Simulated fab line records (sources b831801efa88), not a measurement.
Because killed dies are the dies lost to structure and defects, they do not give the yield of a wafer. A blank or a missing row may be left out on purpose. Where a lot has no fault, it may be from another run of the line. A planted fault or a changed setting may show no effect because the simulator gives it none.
Which tool is to blame? || flow gf180mcu || 13 lots with 39 wafers sampled at 3 steps, on a route of 602 steps

== WHAT EACH GAUGE READ, for each wafer ==
GF_M4_OVL_MEAS_15. Usual: M4_OVL 2 nm, standard deviation 5.9.
{"lot": "L809", "measured": "day 23 08:17", "on": "overlay-02", "M4_OVL (nm)": "3 4 6", "flag": ""}
{"lot": "L810", "measured": "day 23 18:04", "on": "overlay-02", "M4_OVL (nm)": "-2 1 -1", "flag": ""}
{"lot": "L811", "measured": "day 24 07:27", "on": "overlay-01", "M4_OVL (nm)": "-1 2 4", "flag": ""}
{"lot": "L812", "measured": "day 24 11:08", "on": "overlay-02", "M4_OVL (nm)": "-2 -6 -3", "flag": ""}
{"lot": "L813", "measured": "day 24 20:52", "on": "overlay-02", "M4_OVL (nm)": "1 3 5", "flag": ""}
{"lot": "L814", "measured": "day 25 05:44", "on": "overlay-02", "M4_OVL (nm)": "-2 3 -4", "flag": ""}
{"lot": "L816", "measured": "day 26 01:10", "on": "overlay-01", "M4_OVL (nm)": "11 10 10", "flag": ""}
{"lot": "L817", "measured": "day 26 02:47", "on": "overlay-02", "M4_OVL (nm)": "9 16 12", "flag": ""}
{"lot": "L820", "measured": "day 27 06:32", "on": "overlay-01", "M4_OVL (nm)": "-1 4 -7", "flag": ""}
{"lot": "L822", "measured": "day 27 14:11", "on": "overlay-02", "M4_OVL (nm)": "-2 1 9", "flag": ""}
{"lot": "L823", "measured": "day 28 01:47", "on": "overlay-02", "M4_OVL (nm)": "-6 -7 -3", "flag": ""}
{"lot": "L827", "measured": "day 29 03:17", "on": "overlay-02", "M4_OVL (nm)": "9 10 10", "flag": ""}
{"lot": "L828", "measured": "day 29 12:13", "on": "overlay-01", "M4_OVL (nm)": "-2 -6 -3", "flag": ""}

== WHAT TOOL EACH LOT RAN ON (gives the tool, then ch and the chambers of the sampled wafers, and finally the start) ==
{"lot": "L809", "GF_M3_SPUTTER_00": "pvd-sputter-03, day 20 06:17", "GF_V3_SPUTTER_21": "pvd-sputter-02, day 22 07:58"}
{"lot": "L810", "GF_M3_SPUTTER_00": "pvd-sputter-02, day 20 15:23", "GF_V3_SPUTTER_21": "pvd-sputter-03, day 22 17:47"}
{"lot": "L811", "GF_M3_SPUTTER_00": "pvd-sputter-01, day 21 06:41", "GF_V3_SPUTTER_21": "pvd-sputter-03, day 23 08:01"}
{"lot": "L812", "GF_M3_SPUTTER_00": "pvd-sputter-02, day 21 11:56", "GF_V3_SPUTTER_21": "pvd-sputter-03, day 23 12:14"}
{"lot": "L813", "GF_M3_SPUTTER_00": "pvd-sputter-03, day 21 21:57", "GF_V3_SPUTTER_21": "pvd-sputter-03, day 23 22:06"}
{"lot": "L814", "GF_M3_SPUTTER_00": "pvd-sputter-03, day 22 08:26", "GF_V3_SPUTTER_21": "pvd-sputter-04, day 24 07:36"}
{"lot": "L816", "GF_M3_SPUTTER_00": "pvd-sputter-03, day 23 03:55", "GF_V3_SPUTTER_21": "pvd-sputter-04, day 25 03:05"}
{"lot": "L817", "GF_M3_SPUTTER_00": "pvd-sputter-02, day 23 06:49", "GF_V3_SPUTTER_21": "pvd-sputter-03, day 25 04:46"}
{"lot": "L820", "GF_M3_SPUTTER_00": "pvd-sputter-01, day 24 12:10", "GF_V3_SPUTTER_21": "pvd-sputter-04, day 26 09:01"}
{"lot": "L822", "GF_M3_SPUTTER_00": "pvd-sputter-02, day 24 20:58", "GF_V3_SPUTTER_21": "pvd-sputter-03, day 26 17:10"}
{"lot": "L823", "GF_M3_SPUTTER_00": "pvd-sputter-03, day 25 09:33", "GF_V3_SPUTTER_21": "pvd-sputter-03, day 27 04:59"}
{"lot": "L827", "GF_M3_SPUTTER_00": "pvd-sputter-03, day 26 13:27", "GF_V3_SPUTTER_21": "pvd-sputter-03, day 28 07:24"}
{"lot": "L828", "GF_M3_SPUTTER_00": "pvd-sputter-02, day 26 21:08", "GF_V3_SPUTTER_21": "pvd-sputter-03, day 28 16:30"}
- GF_M3_SPUTTER_00: material Ti, target thk 37.5 nm, time 150 s.
- GF_V3_SPUTTER_21: material Ti, target thk 15 nm, time 80.02 s.

== WHAT THE TOOLS THEMSELVES READ (means of the sampled wafers that have a number; where no wafer has one, the mark that the record gives instead) ==
GF_M3_SPUTTER_00. Usual: throttle-valve-pct at 29.9 %, with a standard deviation of 1.4.
{"lot": "L809", "tool": "pvd-sputter-03", "throttle-valve-pct (%)": 29.8, "flag": ""}
{"lot": "L810", "tool": "pvd-sputter-02", "throttle-valve-pct (%)": 30.2, "flag": ""}
{"lot": "L811", "tool": "pvd-sputter-01", "throttle-valve-pct (%)": 30.3, "flag": ""}
{"lot": "L812", "tool": "pvd-sputter-02", "throttle-valve-pct (%)": 30.1, "flag": ""}
{"lot": "L813", "tool": "pvd-sputter-03", "throttle-valve-pct (%)": 30.6, "flag": ""}
{"lot": "L814", "tool": "pvd-sputter-03", "throttle-valve-pct (%)": 30.3, "flag": ""}
{"lot": "L816", "tool": "pvd-sputter-03", "throttle-valve-pct (%)": 30.0, "flag": ""}
{"lot": "L817", "tool": "pvd-sputter-02", "throttle-valve-pct (%)": 29.7, "flag": ""}
{"lot": "L820", "tool": "pvd-sputter-01", "throttle-valve-pct (%)": 30.2, "flag": ""}
{"lot": "L822", "tool": "pvd-sputter-02", "throttle-valve-pct (%)": 30.1, "flag": ""}
{"lot": "L823", "tool": "pvd-sputter-03", "throttle-valve-pct (%)": 28.7, "flag": ""}
{"lot": "L827", "tool": "pvd-sputter-03", "throttle-valve-pct (%)": 30.2, "flag": ""}
{"lot": "L828", "tool": "pvd-sputter-02", "throttle-valve-pct (%)": 29.8, "flag": ""}

GF_V3_SPUTTER_21. Usual: throttle-valve-pct at 29.8 %, with a standard deviation of 1.2.
{"lot": "L809", "tool": "pvd-sputter-02", "throttle-valve-pct (%)": 31.0, "flag": ""}
{"lot": "L810", "tool": "pvd-sputter-03", "throttle-valve-pct (%)": 29.3, "flag": ""}
{"lot": "L811", "tool": "pvd-sputter-03", "throttle-valve-pct (%)": 29.6, "flag": ""}
{"lot": "L812", "tool": "pvd-sputter-03", "throttle-valve-pct (%)": 31.6, "flag": ""}
{"lot": "L813", "tool": "pvd-sputter-03", "throttle-valve-pct (%)": 28.7, "flag": ""}
{"lot": "L814", "tool": "pvd-sputter-04", "throttle-valve-pct (%)": 29.2, "flag": ""}
{"lot": "L816", "tool": "pvd-sputter-04", "throttle-valve-pct (%)": 29.7, "flag": ""}
{"lot": "L817", "tool": "pvd-sputter-03", "throttle-valve-pct (%)": 31.2, "flag": ""}
{"lot": "L820", "tool": "pvd-sputter-04", "throttle-valve-pct (%)": 29.3, "flag": ""}
{"lot": "L822", "tool": "pvd-sputter-03", "throttle-valve-pct (%)": 29.5, "flag": ""}
{"lot": "L823", "tool": "pvd-sputter-03", "throttle-valve-pct (%)": 29.7, "flag": ""}
{"lot": "L827", "tool": "pvd-sputter-03", "throttle-valve-pct (%)": 30.1, "flag": ""}
{"lot": "L828", "tool": "pvd-sputter-03", "throttle-valve-pct (%)": 29.7, "flag": ""}

== THE ANSWER, worked out from the rows above alone ==
Rule: a lot counts as off when the mean over its wafers that have a number is more than 3 standard deviations away from the usual mean. Also off: a lot with no number at a reading for which 4 or more lots have one. All remaining lots with rows at the step are treated as sound. After the gauges, taken in route order, come the tools' own readings; for these a lot's mean is taken, as printed above. The first step at which some lot is off is used, and at that step the reading that is off furthest; a lot without a number counts as furthest.
No lot is off at any reading shown: from this, nothing can be told.

== WHAT THE SIMULATOR PUT IN ==
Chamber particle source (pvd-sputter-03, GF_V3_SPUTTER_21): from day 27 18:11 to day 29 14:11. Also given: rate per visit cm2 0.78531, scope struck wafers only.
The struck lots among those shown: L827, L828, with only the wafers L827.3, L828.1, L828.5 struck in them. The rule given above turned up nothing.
